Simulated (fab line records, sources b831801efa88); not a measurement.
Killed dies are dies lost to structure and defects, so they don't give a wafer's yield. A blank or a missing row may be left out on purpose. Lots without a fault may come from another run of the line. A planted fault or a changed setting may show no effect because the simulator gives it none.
Which tool did it? | flow sky130 | 11 lots, 33 wafers sampled, at 4 steps of a route of 708

WHAT THE GAUGES READ, wafer by wafer
SKY_VT_ADJUST_HVTR_OVL_MEAS_08.
lot  | measured     | on         | VT_ADJUST_HVTR_OVL (nm)
L479 | day 9 11:48  | overlay-02 | -1.6 -0.8 -2.0
L480 | day 9 20:46  | overlay-01 | -2.4 -0.8 -2.7
L481 | day 10 00:43 | overlay-01 | 0.3 -0.3 -0.8
L487 | day 11 23:52 | overlay-01 | 1.3 0.9 0.7
L491 | day 13 00:53 | overlay-01 | 1.7 1.5 -0.3
L492 | day 13 12:25 | overlay-02 | -2.7 -0.3 -2.6
L493 | day 13 15:01 | overlay-01 | -1.2 -2.2 -2.2
L494 | day 13 21:29 | overlay-02 | -2.3 -1.1 -2.5
L499 | day 16 05:50 | overlay-02 | -0.5 -0.3 0.1
L501 | day 16 12:53 | overlay-01 | 0.0 -1.5 -0.6
L502 | day 16 22:52 | overlay-01 | -1.4 0.2 -1.6

WHICH TOOL RAN EACH LOT (tool, then ch and the chambers of the sampled wafers, then the start)
lot  | SKY_FIELD_ISO_ETCH_17           | SKY_NWELL_RTA_28                 | SKY_VT_ADJUST_LVTN_STRIP_20
L479 | rie_si-01 ch 1,2, day 2 07:36   | rtp_anneal-01 ch 0, day 5 09:58  | plasma_asher-04 ch 0,1, day 7 17:46
L480 | rie_si-01 ch 2,3, day 2 11:30   | rtp_anneal-01 ch 0, day 5 17:53  | plasma_asher-03 ch 0,1, day 8 01:54
L481 | rie_si-01 ch 1,2,3, day 2 16:18 | rtp_anneal-01 ch 0, day 5 21:39  | plasma_asher-04 ch 0,1, day 8 06:12
L487 | rie_si-01 ch 2,3, day 3 22:44   | rtp_anneal-02 ch 0, day 7 08:40  | plasma_asher-03 ch 0,1, day 10 00:32
L491 | rie_si-01 ch 0,1,3, day 4 18:15 | rtp_anneal-02 ch 0, day 8 07:29  | plasma_asher-01 ch 0,1, day 11 00:36
L492 | rie_si-02 ch 0,2,3, day 5 00:01 | rtp_anneal-01 ch 0, day 8 14:27  | plasma_asher-01 ch 0,1, day 11 10:29
L493 | rie_si-02 ch 1,2, day 5 05:35   | rtp_anneal-02 ch 0, day 8 18:42  | plasma_asher-04 ch 0,1, day 11 13:49
L494 | rie_si-02 ch 0,1, day 5 10:03   | rtp_anneal-02 ch 0, day 8 21:59  | plasma_asher-03 ch 0,1, day 11 18:54
L499 | rie_si-02 ch 0,3, day 6 14:26   | rtp_anneal-01 ch 0, day 10 21:38 | plasma_asher-01 ch 0,1, day 13 23:20
L501 | rie_si-02 ch 1,2,3, day 7 00:51 | rtp_anneal-02 ch 0, day 11 03:21 | plasma_asher-01 ch 0,1, day 14 05:19
L502 | rie_si-01 ch 0,1,3, day 7 08:56 | rtp_anneal-01 ch 0, day 11 09:37 | plasma_asher-04 ch 0,1, day 14 15:04
- SKY_FIELD_ISO_ETCH_17: etches Si in HBr/Cl2/O2, target depth 342 nm, time 97.7 s.
- SKY_NWELL_RTA_28: time 30 s.
- SKY_VT_ADJUST_LVTN_STRIP_20: strips in O2/N2.

WHAT THE TOOLS THEMSELVES READ (means of the sampled wafers that have a number; where no wafer has one, the mark that the record gives instead)
SKY_FIELD_ISO_ETCH_17.
lot  | tool      | O2_flow_sccm (sccm) | chamber_pressure_mTorr (mTorr) | drypump_motor_current_A (A) | oes_product_au (a.u.) | run_length_s (s) | throttle_valve_pct (%)
L479 | rie_si-01 | 5.998               | 15.010                         | 5.9                         | 0.990                 | 125.9            | 25.671
L480 | rie_si-01 | 6.003               | 15.008                         | 6.3                         | 0.988                 | 126.0            | 25.664
L481 | rie_si-01 | 6.001               | 14.996                         | 5.9                         | 0.995                 | 125.9            | 25.661
L487 | rie_si-01 | 5.987               | 14.994                         | 6.3                         | 0.997                 | 125.8            | 25.660
L491 | rie_si-01 | 6.003               | 15.003                         | 5.9                         | 0.998                 | 123.0            | 25.660
L492 | rie_si-02 | 5.995               | 14.994                         | 5.5                         | 1.003                 | 126.1            | 25.645
L493 | rie_si-02 | 5.975               | 15.012                         | 5.2                         | 1.000                 | 126.0            | 25.658
L494 | rie_si-02 | 5.995               | 15.013                         | 5.0                         | 0.987                 | 125.9            | 25.656
L499 | rie_si-02 | 5.987               | 15.009                         | 5.9                         | 0.996                 | 125.9            | 25.654
L501 | rie_si-02 | 6.008               | 14.981                         | 5.5                         | 0.992                 | 125.9            | 25.664
L502 | rie_si-01 | 6.017               | 15.008                         | 5.9                         | 0.986                 | 125.9            | 25.664

SKY_NWELL_RTA_28.
lot  | tool          | chamber_o2_ppm | lamp_power_pct (%) | ramp_down_c_per_s | ramp_up_c_per_s | wafer_temp_C_max
L479 | rtp_anneal-01 | 2.025          | 25.32              | 89.994            | 150.00          | 1054.9
L480 | rtp_anneal-01 | 1.990          | 25.31              | 90.015            | 149.99          | 1055.0
L481 | rtp_anneal-01 | 1.995          | 25.31              | 90.013            | 150.01          | 1054.9
L487 | rtp_anneal-02 | 1.995          | 25.23              | 90.001            | 150.00          | 1054.7
L491 | rtp_anneal-02 | 2.011          | 25.29              | 89.994            | 149.99          | 1055.4
L492 | rtp_anneal-01 | 2.030          | 25.37              | 90.008            | 150.01          | 1054.9
L493 | rtp_anneal-02 | 2.001          | 25.21              | 90.001            | 149.98          | 1055.3
L494 | rtp_anneal-02 | 1.986          | 25.32              | 90.014            | 149.98          | 1053.6
L499 | rtp_anneal-01 | 1.980          | 25.27              | 89.997            | 150.02          | 1054.9
L501 | rtp_anneal-02 | 1.983          | 25.34              | 89.984            | 150.00          | 1054.9
L502 | rtp_anneal-01 | 2.029          | 25.37              | 90.015            | 149.99          | 1055.2

SKY_VT_ADJUST_LVTN_STRIP_20.
lot  | tool            | chamber_pressure_mTorr (mTorr) | drypump_motor_current_A (A) | oes_product_au (a.u.) | strip_time_to_endpoint_s (s)
L479 | plasma_asher-04 | 1500.0                         | 5.9                         | 0.714                 | 14.28
L480 | plasma_asher-03 | 1500.0                         | 5.4                         | 0.719                 | 14.18
L481 | plasma_asher-04 | 1501.2                         | 5.9                         | 0.711                 | 14.21
L487 | plasma_asher-03 | 1500.7                         | 5.6                         | 0.717                 | 14.30
L491 | plasma_asher-01 | 1500.4                         | 6.0                         | 0.715                 | 14.19
L492 | plasma_asher-01 | 1500.6                         | 6.3                         | 0.716                 | 14.17
L493 | plasma_asher-04 | 1501.3                         | 6.0                         | 0.719                 | 14.19
L494 | plasma_asher-03 | 1500.3                         | 5.4                         | 0.715                 | 14.19
L499 | plasma_asher-01 | 1501.1                         | 6.3                         | 0.720                 | 14.19
L501 | plasma_asher-01 | 1499.9                         | 6.0                         | 0.713                 | 14.15
L502 | plasma_asher-04 | 1501.0                         | 5.9                         | 0.716                 | 14.19

THE ANSWER, worked out from the rows above alone
Rule: what is usual is taken from the lots themselves. Put in order of their means at a reading, lots are off if they are a third of the lots or fewer, leave a main group of 4 or more, and stand apart from it by a gap of 3 or more times the standard deviation of the main group's means; of several such gaps the widest counts. A main group whose means are all the same, to the digits that the tables above print for the reading, isn't used. A lot without any number at a reading at which 4 lots or more have one is off too. The other lots that the step has rows for count as sound. The gauges are gone through in route order, then the tools' own readings, and for those a lot's mean is taken as printed above. The first step at which some lot is off is used, and at that step the reading that is off furthest; a lot without a number counts as furthest.
Off: L491, at SKY_FIELD_ISO_ETCH_17 (run_length_s). The main group: mean 125.9 s, standard deviation 0.078.
A tool fits if, at that step or a process step before it, it ran every lot that is off, and no sound lot after the first of them. None of those tried fits.

WHAT THE SIMULATOR HAD PUT IN
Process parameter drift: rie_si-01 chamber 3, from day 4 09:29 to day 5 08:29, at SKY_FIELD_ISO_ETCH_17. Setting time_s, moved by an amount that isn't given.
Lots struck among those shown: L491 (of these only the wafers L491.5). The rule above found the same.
